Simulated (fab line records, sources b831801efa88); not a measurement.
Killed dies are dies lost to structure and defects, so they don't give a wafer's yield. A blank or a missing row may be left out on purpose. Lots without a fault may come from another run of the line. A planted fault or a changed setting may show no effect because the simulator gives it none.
fab line records | flow sky130 | part 2 of 2: steps 27 to 35 of 35
record lots=5 wafers=15 last_day=49
route steps=708 shown SONOS_ONO@172 GATE_OXIDE@187 POLY_GATE@204 RES_PROTECT@206
lots that met no fault: from a run of the same line without faults
start_h: hours from the record's first day to the start of the lot's first wafer shown | wait_h: hours since the lot's step before | " the same as in the row above | L1.1+2: a row that stands for several wafers | - no value, or no start given | * or withheld: withheld | < > ~ a bound
route shown NAME@n: a module of which the file shows steps, and the number in the route of the first | usual: mean/standard deviation of fault-free wafers | same: alike in all rows | chamber/n: place in a boat | sites: the reading at each site | _std_site: their standard deviation | _edge_site: outer sites' mean less inner sites' | radius_mm: how far each site lies from the wafer's centre | mask NAME#n: copy n | behind: the tool/chamber that last shaped the wafer | hold: why the lot was held/for how many hours/how that ended | device: the transistor (n, p or np) that didn't switch | end of line: the same wafers' tests at the end of the route | a step without rows: its recipe alone | killed: dies lost to structure and defects at the first sort, not the wafer's yield | map: a wafer's dies, x killed, . not, _ none there
set.NAME: the setting as run; set.NAME@STEP: as run at that earlier step | model.NAME: the simulator's own value behind a step, which no gauge read
lots at some steps of the route; a table a step, a row a wafer
services: from which hour (start_h, from the record's first day; less than 0 if before it) a tool's chamber was out of use, for how many hours, and why
## steps
# step SKY_GATE_OXIDE_IMPLANT_11
# recipe species=B energy_kev=10 dose_cm2=2.6e+12 tilt_deg=withheld
# usual end_station_pressure_torr=4.99e-06/2.7e-07
# columns lot.wafer tool chamber start_h wait_h end_station_pressure_torr
L078.2 implanter-03 0 361.74 0.0 5.25e-06
L078.3 " 0 " " 4.85e-06
L078.5 " 0 " " 4.43e-06
L087.1 implanter-01 0 413.87 0.0 5.13e-06
L087.5 " 0 " " 4.96e-06
L087.6 " 0 " " 5.08e-06
L089.1 implanter-03 0 429.70 0.0 4.95e-06
L089.2 " 0 " " 4.93e-06
L089.6 " 0 " " 4.82e-06
L090.1 implanter-02 0 438.62 0.0 4.8e-06
L090.4 " 0 " " 5.09e-06
L090.6 " 0 " " 5.2e-06
L093.2 implanter-02 0 461.65 0.0 4.83e-06
L093.4 " 0 " " 4.3e-06
L093.6 " 0 " " 4.82e-06
# step SKY_GATE_OXIDE_WET_ETCH_12
# recipe chemistry=dHF target_depth_nm=16.8 dry=n2_spin target=SiO2 dilution=100:1 temp_c=25 time_s=336
# columns lot.wafer tool chamber start_h wait_h
L078.2+3+5 wet_bench-01 2 361.87 0.1
L087.1+5+6 wet_bench-02 3 414.02 0.1
L089.1+2+6 wet_bench-02 0 429.85 0.1
L090.1+4+6 wet_bench-04 2 438.77 0.1
L093.2+4+6 wet_bench-01 1 461.77 0.1
# step SKY_GATE_OXIDE_STRIP_13
# recipe chemistry=O2/N2 power_w=1400 pressure_mtorr=1500 platen_temp_c=withheld o2_flow_sccm=3000 n2_flow_sccm=300 overash_fraction=0.5
# usual drypump_motor_current_A=5.67/0.23 oes_product_au=0.716/0.0045 strip_time_to_endpoint_s=14.21/0.045
# columns lot.wafer tool chamber start_h wait_h drypump_motor_current_A oes_product_au rf_hours_counter_h strip_time_to_endpoint_s
L078.2 plasma_asher-04 1 361.97 0.0 5.91 0.715 68 14.26
L078.3 " 1 " " 5.94 0.717 - 14.23
L078.5 " 0 " " 5.42 0.715 - 14.26
L087.1 plasma_asher-02 0 414.13 0.0 5.42 0.717 67 14.28
L087.5 " 0 " " 5.41 0.713 - 14.27
L087.6 " 1 " " 6.02 0.717 - 14.25
L089.1 plasma_asher-01 1 429.96 0.0 5.70 0.719 28 14.25
L089.2 " 0 " " 5.57 0.721 28 14.26
L089.6 " 1 " " 5.68 0.708 - 14.19
L090.1 plasma_asher-01 0 438.99 0.0 5.56 0.718 29 14.22
L090.4 " 1 " " 5.75 0.714 - 14.25
L090.6 " 1 " " 5.79 0.718 - 14.23
L093.2 plasma_asher-02 0 461.87 0.0 5.41 0.717 3 14.09
L093.4 " 1 " " 6.03 0.710 - 14.12
L093.6 " 1 " " 6.05 0.723 - 14.12
# step SKY_GATE_OXIDE_TW_MEAS_14
# usual GATE_OXIDE_TW=222.7/2
# columns lot.wafer tool chamber start_h wait_h GATE_OXIDE_TW
L078.2 film_metro-04 - 362.08 0.1 223.8
L078.3 " - " " 221.6
L078.5 " - " " 222.7
L087.1 film_metro-03 - 414.23 0.1 221.2
L087.5 " - " " 221.7
L087.6 " - " " 221.0
L089.1 film_metro-04 - 430.06 0.1 221.5
L089.2 " - " " 223.0
L089.6 " - " " 223.5
L090.1 film_metro-03 - 439.09 0.1 220.1
L090.4 " - " " 217.9
L090.6 " - " " 219.7
L093.2 film_metro-04 - 461.98 0.1 223.2
L093.4 " - " " 224.4
L093.6 " - " " 224.7
# step SKY_GATE_OXIDE_CLEAN_15
# recipe chemistry=SC1/SC2 mix=1:4:20 temp_c=70 time_s=150 dry=n2_spin
# columns lot.wafer tool chamber start_h wait_h
L078.2+3+5 wet_bench-01 0 362.13 0.0
L087.1+5+6 wet_bench-02 0 414.29 0.1
L089.1+2+6 wet_bench-01 1 430.12 0.1
L090.1+4+6 wet_bench-02 2 439.15 0.1
L093.2+4+6 wet_bench-04 3 462.03 0.0
# step SKY_GATE_OXIDE_OXIDATION_16
# recipe temp_c=800 ambient=O2 idle_temp_c=700 ramp_up_c_per_min=10 ramp_down_c_per_min=3 stabilise_s=600 purge_s=300 target_thk_a=35.7 ox_time_s=1915
# usual spike_tc_centre_C=799.4/1.3 zone_power_lower_pct=13.3/1.2 zone_power_top_pct=25.35/0.26
# columns lot.wafer tool chamber start_h wait_h spike_tc_centre_C zone_power_lower_pct zone_power_top_pct
L078.2 furnace-02 0 365.12 2.9 798.8 14.2 25.31
L078.3 " 0 " " 798.9 14.2 25.42
L078.5 " 0 " " 800.4 14.2 25.02
L087.1 furnace-01 0 414.67 0.3 799.2 12.0 25.44
L087.5 " 0 " " 799.7 11.8 25.15
L087.6 " 0 " " 800.0 12.1 25.15
L089.1 furnace-02 0 430.94 0.8 799.5 14.5 25.49
L089.2 " 0 " " 798.0 14.3 25.32
L089.6 " 0 " " 800.2 14.1 25.86
L090.1 furnace-02 0 439.21 0.0 798.4 14.0 25.60
L090.4 " 0 " " 797.3 14.2 25.76
L090.6 " 0 " " 796.5 14.5 25.23
L093.2 furnace-01 0 462.82 0.7 802.3 11.7 25.22
L093.4 " 0 " " 799.5 11.7 25.11
L093.6 " 0 " " 799.5 11.9 25.40
# step SKY_POLY_GATE_CVD_00
# recipe material=poly-Si target_thk_nm=180 temp_c=620 time_s=720 pressure_mtorr=200
# usual spike_tc_centre_C=619.9/1.1 zone_power_lower_pct=8.24/0.25 zone_power_top_pct=18.8/1.1
# columns lot.wafer tool chamber start_h wait_h spike_tc_centre_C zone_power_lower_pct zone_power_top_pct
L078.2 lpcvd-01 1 366.66 0.0 618.9 8.38 19.9
L078.3 " 1 " " 618.2 8.59 20.0
L078.5 " 1 " " 618.1 8.53 19.6
L087.1 lpcvd-01 0 416.20 0.0 619.4 7.81 17.8
L087.5 " 0 " " 618.1 8.01 17.7
L087.6 " 0 " " 619.9 7.91 17.7
L089.1 lpcvd-01 1 432.48 0.0 618.6 8.55 20.0
L089.2 " 1 " " 618.8 8.50 19.6
L089.6 " 1 " " 619.6 8.33 20.5
L090.1 lpcvd-01 0 440.74 0.0 620.0 7.93 17.7
L090.4 " 0 " " 618.7 8.09 17.9
L090.6 " 0 " " 619.0 8.00 17.9
L093.2 lpcvd-01 1 464.36 0.0 619.1 8.46 19.8
L093.4 " 1 " " 621.3 8.49 19.6
L093.6 " 1 " " 620.3 8.31 20.2
# step SKY_POLY_GATE_THK_MEAS_01
# recipe reads=poly-Si_of_POLY_GATE_CVD_00
# usual POLY_GATE_CVD_00_THK=180.2/1.4
# columns lot.wafer tool chamber start_h wait_h POLY_GATE_CVD_00_THK[nm]
L078.2 film_metro-04 - 367.87 0.0 180.4
L078.3 " - " " 183.1
L078.5 " - " " 179.6
L087.1 film_metro-04 - 417.40 0.0 183.1
L087.5 " - " " 182.9
L087.6 " - " " 183.0
L089.1 film_metro-02 - 433.68 0.0 182.2
L089.2 " - " " 181.1
L089.6 " - " " 180.1
L090.1 film_metro-02 - 441.94 0.0 180.3
L090.4 " - " " 178.8
L090.6 " - " " 177.7
L093.2 film_metro-04 - 465.57 0.0 182.7
L093.4 " - " " 182.3
L093.6 " - " " 181.4
# step SKY_RES_PROTECT_DEHYDRATE_00
# recipe temp_c=200 time_s=60
# usual resist_line_temp_C=23.01/0.11
# columns lot.wafer tool chamber start_h wait_h resist_line_temp_C
L078.2 litho_track-03 0 381.74 13.9 23.07
L078.3 " 0 " " 23.11
L078.5 " 0 " " 22.86
L087.1 litho_track-04 0 432.43 15.0 22.87
L087.5 " 0 " " 22.95
L087.6 " 0 " " 23.01
L089.1 litho_track-03 0 449.22 15.5 23.04
L089.2 " 0 " " 23.10
L089.6 " 0 " " 22.98
L090.1 litho_track-04 0 456.88 14.9 23.12
L090.4 " 0 " " 23.15
L090.6 " 0 " " 23.19
L093.2 litho_track-03 0 480.29 14.7 22.86
L093.4 " 0 " " 22.89
L093.6 " 0 " " 22.95
## services
# columns tool chamber start_h hours kind
lpcvd-01 - 279.40 2.8 pm
iline_stepper-02 - 286.30 3.4 repair
rie_diel-02 - 287.72 14.6 pm
plasma_asher-01 - 290.98 15.6 pm
plasma_asher-04 - 294.56 1.1 repair
lpcvd-01 - 294.93 1.4 repair
implanter-02 - 305.41 2.2 repair
rie_diel-02 3 324.65 3.9 repair
iline_stepper-01 - 327.72 4.4 pm
implanter-03 - 349.60 5.8 pm
iline_stepper-01 - 355.72 8.9 pm
furnace-01 - 360.27 3.5 pm
furnace-02 - 370.51 2.8 pm
plasma_asher-02 - 377.59 6.4 repair
lpcvd-01 - 392.12 0.8 pm
wet_bench-04 - 401.13 1.3 repair
iline_stepper-01 - 419.51 4.5 repair
lpcvd-01 - 420.86 0.9 repair
plasma_asher-02 - 421.25 9.0 pm
iline_stepper-01 - 433.90 8.5 repair
iline_stepper-01 - 442.41 1.7 pm
lpcvd-03 - 462.42 1.1 repair
iline_stepper-02 - 474.93 1.7 pm
wet_bench-02 - 476.32 5.4 repair
